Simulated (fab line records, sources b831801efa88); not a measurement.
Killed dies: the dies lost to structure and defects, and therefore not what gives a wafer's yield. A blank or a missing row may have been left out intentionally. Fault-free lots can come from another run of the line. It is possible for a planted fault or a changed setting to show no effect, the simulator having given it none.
Problem report, 8D (eight disciplines) form, completed by code || flow gf180mcu || the parts of the form that need people (team, actions taken, sign-off) are left out

## 1. THE ISSUE
Mean HV_LDD_CVD_54_THK at GF_HV_LDD_THK_MEAS_55: 8.42 nm over 6 wafers in 2 lots; fault-free wafers: 9.98 nm, standard deviation 0.14. That is -11 standard deviations from the usual mean.
The first sign was on wafer L323.1 at day 12 23:34, on film metro-03. Wafers with a number at this step in the record: 36, from 12 lots. The rule behind "out" and "out of limits": a value lying over 4 standard deviations away from the usual mean. The rest of the wafers with a number are treated as sound.

## 2. WHAT IT IS, AND WHAT IT ISN'T
{"question": "which readings at this step", "is": "HV_LDD_CVD_54_THK", "is not": "-"}
{"question": "which lots", "is": "L323, L324", "is not": "L321, L322, L334, L335, L336, L337, L338, L340, L341, L342"}
{"question": "which wafers of those lots", "is": "all that have a number", "is not": "-"}
{"question": "read on which gauges", "is": "film metro-03", "is not": "film metro-01, film metro-04"}
{"question": "when", "is": "from day 12 23:34", "is not": "up to then (6 sound wafers); but 24 sound wafers of L334, L335, L336, L337, L338, L340, L341, L342 came after"}

## 3. WHAT RULES OUT EACH SUSPECT
Counting: any tool at a process step up to the reading is kept as a suspect provided that every lot that is out went through it and no sound lot did after the first of them.
- the gauge at GF_HV_LDD_THK_MEAS_55: kept. All the wafers that are out were read on film metro-03, and no step on other tools shows them out.
- lpcvd-02 at GF_HV_LDD_CVD_54 (deposits SiO2 from TEOS, target thk 10 nm, time 75 s): ruled out as a lasting fault. Following L323 (day 12 22:33), the first lot on it that is out, the sound lots L336, L337, L340, L341, L342 were run on it.
After counting, what remains is film metro-03 at GF_HV_LDD_THK_MEAS_55.

## 4. THE CAUSE (what the simulator had put in)
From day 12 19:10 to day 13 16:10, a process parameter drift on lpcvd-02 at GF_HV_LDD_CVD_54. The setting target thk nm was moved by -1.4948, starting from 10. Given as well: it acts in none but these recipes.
It was ruled out by counting, in error; the rule expects a fault to strike all lots run on its tool from its start on, and this fault did not.

## 5. THE EFFECT CHAIN, in route order
Each row: a reading whose mean over the struck wafers that have a number lies more than 3 standard deviations from the usual. Only readings for which the record gives a usual standard deviation are gone through. hours: the time from each lot's start at the first step in this table that gives one to its start at this step, as a median over the lots. sigmas: the change in usual standard deviations.
{"hours": 0, "step": "GF_HV_LDD_THK_MEAS_55", "reading": "HV_LDD_CVD_54_THK", "usual": "9.98 nm", "on struck wafers": 8.42, "change": -1.56, "sigmas": -11}
Later measuring or inspecting steps at which every struck wafer that the step has a row for has a number for every such reading, and none has moved that far: GF_NSD_TW_MEAS_12.

## 6. HOW IT WOULD HAVE BEEN CAUGHT EARLIER
Counted from the fault's start at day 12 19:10, it took 4 hours until the first out-of-limits reading at a measuring or inspecting step in this record, taken at day 12 23:34.
No tool reading at GF_HV_LDD_CVD_54 that has a usual standard deviation in the record was out on any struck wafer, so an alarm limit of 4 standard deviations on those readings would not have fired.
